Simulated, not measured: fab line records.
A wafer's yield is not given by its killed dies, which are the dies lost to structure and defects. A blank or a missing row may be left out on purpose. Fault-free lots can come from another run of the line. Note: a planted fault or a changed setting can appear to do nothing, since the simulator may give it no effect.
One fault seen from 2 desks    flow sky130    every desk sees just its own numbers, and what lay behind them comes last

FOR THE TOOL OWNER'S DESK: rie metal-04
The tool's own readings at SKY_METAL5_METAL_ETCH_15 (etches the open film in Cl2/BCl3, stops on SiO2, target depth 1260 nm, time 252 s): means of the sampled wafers that have a number, for each lot that ran on this tool. If a lot's mean is further than 4 standard deviations from the usual mean, the lot is out of limits and carries the mark OUT (the distance appears in the brackets).
Columns: A = bias w at SKY_METAL5_METAL_ETCH_15, usual 48.52 W; B = drypump motor current A at SKY_METAL5_METAL_ETCH_15, usual 5.9 A; C = mfc cl2 sccm at SKY_METAL5_METAL_ETCH_15, usual 59.99 sccm; D = oes product au at SKY_METAL5_METAL_ETCH_15, usual 0.894 a.u.; E = throttle valve pct at SKY_METAL5_METAL_ETCH_15, usual 22.264 %
lot   first seen here  A      B    C      D      E
L960  day 45 08:56     48.70  6.4  60.23  0.897  22.271
L961  day 45 13:20     48.59  6.2  60.03  0.896  22.263
L962  day 45 17:02     48.51  6.4  60.00  0.893  22.259
L967  day 46 21:26     48.66  6.1  59.96  0.895  22.257
L968  day 47 11:52     48.36  6.4  60.00  0.892  22.271
L969  day 47 14:56     48.52  6.4  60.03  0.892  22.262
L970  day 47 19:07     48.50  6.1  59.86  0.892  22.263
L975  day 49 00:41     48.51  6.4  60.19  0.894  22.263
Finding of this desk: none of the 8 lots has anything out of limits.

AT THE METROLOGY DESK
What the gauges read for every lot (on any tool): the sampled wafers with a number, averaged. If a lot's mean is further than 4 standard deviations from the usual mean, the lot is out of limits and carries the mark OUT (the distance appears in the brackets).
Columns: A = VIA3_BOW at SKY_VIA3_BOW_MEAS_03, usual 80 um; B = CAP2M_CVD_00_THK at SKY_CAP2M_THK_MEAS_01, usual 15.47 nm
lot   first seen here  A   B
L957  day 39 01:20     77  15.61
L959  day 39 18:32     76  15.47
L960  day 40 04:28     87  15.45
L961  day 40 10:10     84  15.42
L962  day 40 15:49     75  15.33
L964  day 41 16:29     93  15.47
L966  day 41 19:14     77  15.53
L967  day 41 22:29     69  15.39
L968  day 42 16:34     83  15.61
L969  day 42 20:05     79  15.54
L970  day 43 00:32     81  15.47
L975  day 44 12:16     80  15.52
Finding of this desk: none of the 12 lots has anything out of limits.

BROUGHT TOGETHER
The tool owner's desk saw nothing out of limits.
Nothing out of limits was seen by the metrology desk.

WHAT THE SIMULATOR HAD INSERTED
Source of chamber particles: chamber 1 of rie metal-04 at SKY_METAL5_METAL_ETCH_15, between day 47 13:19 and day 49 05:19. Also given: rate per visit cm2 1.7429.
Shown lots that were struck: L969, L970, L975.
